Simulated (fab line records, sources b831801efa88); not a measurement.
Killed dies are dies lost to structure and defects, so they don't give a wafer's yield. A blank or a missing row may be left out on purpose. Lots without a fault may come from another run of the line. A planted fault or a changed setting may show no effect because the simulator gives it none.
Chamber matching | flow gf180mcu | GF_V3_CMP_26 on cmp-01: 4 sister chambers
The step polishes, stops on SiO2, t overpolish 15 s, target thk 0 nm. 4 wafers are shown with their chamber, then 12 later ones without.

WAFERS WITH THEIR CHAMBER
wafer  | chamber | motor_current_A (A)
L083.3 | 2       | 9.3
L083.4 | 1       | 10.5
L088.1 | 0       | 9.8
L088.5 | 3       | 10.0

WAFERS WITHOUT THEIR CHAMBER
wafer  | motor_current_A (A)
L089.2 | 10.4
L089.3 | 9.5
L089.6 | 10.2
L091.1 | 9.9
L091.4 | 10.2
L091.6 | 9.2
L092.1 | 9.7
L092.2 | 10.1
L092.3 | 10.4
L094.1 | 10.7
L094.3 | 9.8
L094.4 | 9.3

WHICH CHAMBER EACH WENT THROUGH
wafer  | from the rows above          | in truth
L089.2 | 1                            | 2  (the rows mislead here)
L089.3 | can't be placed: 2 or 0      | 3
L089.6 | can't be placed: 3 or 1 or 0 | 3
L091.1 | can't be placed: 0 or 3      | 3
L091.4 | can't be placed: 3 or 1 or 0 | 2
L091.6 | 2                            | 2
L092.1 | can't be placed: 0 or 3      | 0
L092.2 | can't be placed: 3 or 0      | 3
L092.3 | 1                            | 1
L094.1 | 1                            | 1
L094.3 | can't be placed: 0 or 3      | 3
L094.4 | 2                            | 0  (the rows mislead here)
Placed correctly: 3 of 12. Can't be placed from these rows: 7 (the true chamber is among the candidates in 5). Placed wrongly: 2.
How it was worked out, from the rows above alone: a wafer's distance from a chamber is the root of the sum, over the readings, of the square of ((its reading less the chamber's mean) divided by the reading's scatter). The wafer belongs to the nearest chamber; if the next one is less than 2 further off, it can't be placed. A chamber's mean is the mean of its shown wafers. The scatter: with one shown wafer a chamber, the root of the mean of the squares of how far each hidden wafer lies from its nearest shown one.
